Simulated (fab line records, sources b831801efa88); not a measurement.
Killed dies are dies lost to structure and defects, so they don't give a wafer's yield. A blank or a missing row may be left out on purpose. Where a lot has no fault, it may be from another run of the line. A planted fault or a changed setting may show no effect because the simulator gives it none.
Matching of chambers :: flow gf180mcu :: 4 sister chambers for GF_STI_CMP_25 on cmp-02
The step polishes, stops on Si3N4, t overpolish 33 s, target thk 524.6 nm. 7 wafers are shown with their chamber, then 7 later ones without.

WAFERS, EACH WITH ITS CHAMBER
wafer: L968.5
chamber: 2
motor_current_A (A): 12.8
overpolish_run_s (s): 33.000

wafer: L981.3
chamber: 1
motor_current_A (A): 11.7
overpolish_run_s (s): 32.987

wafer: L986.3
chamber: 3
motor_current_A (A): 14.8
overpolish_run_s (s): 33.009

wafer: L987.3
chamber: 1
motor_current_A (A): 11.2
overpolish_run_s (s): 32.995

wafer: L987.5
chamber: 0
motor_current_A (A): 10.2
overpolish_run_s (s): 33.002

wafer: L988.1
chamber: 2
motor_current_A (A): 13.6
overpolish_run_s (s): 32.987

wafer: L988.4
chamber: 0
motor_current_A (A): 10.2
overpolish_run_s (s): 33.024

WAFERS MISSING THEIR CHAMBER
wafer: L988.5
motor_current_A (A): 10.5
overpolish_run_s (s): 32.987

wafer: L989.1
motor_current_A (A): 13.1
overpolish_run_s (s): 33.014

wafer: L989.2
motor_current_A (A): 14.8
overpolish_run_s (s): 32.991

wafer: L989.6
motor_current_A (A): 14.8
overpolish_run_s (s): 32.997

wafer: L991.1
motor_current_A (A): 12.8
overpolish_run_s (s): 33.004

wafer: L991.2
motor_current_A (A): 10.0
overpolish_run_s (s): 33.008

wafer: L991.6
motor_current_A (A): 11.8
overpolish_run_s (s): 33.000

EACH ONE'S CHAMBER
wafer: L988.5
from the rows above: can't be placed: 1 or 0
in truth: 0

wafer: L989.1
from the rows above: 2
in truth: 2

wafer: L989.2
from the rows above: 3
in truth: 3

wafer: L989.6
from the rows above: 3
in truth: 3

wafer: L991.1
from the rows above: 2
in truth: 2

wafer: L991.2
from the rows above: 0
in truth: 0

wafer: L991.6
from the rows above: 1
in truth: 1
Correctly placed: 6 of 7. These rows do not allow placing 1 (true chamber among the candidates in 1). Wrongly placed: 0.
How it was worked out, from the rows above alone: a wafer's distance from a chamber is the root of the sum, over the readings, of the square of ((its reading less the chamber's mean) divided by the reading's scatter). If the next closest chamber is less than 2 further off than the closest, the wafer can't be placed; otherwise it belongs to the closest. For every chamber, the mean is computed from those of its wafers that are shown. The scatter is the square root of a quotient: the sum, over the shown wafers, of each reading's squared deviation from its chamber's mean, divided by wafers minus chambers.
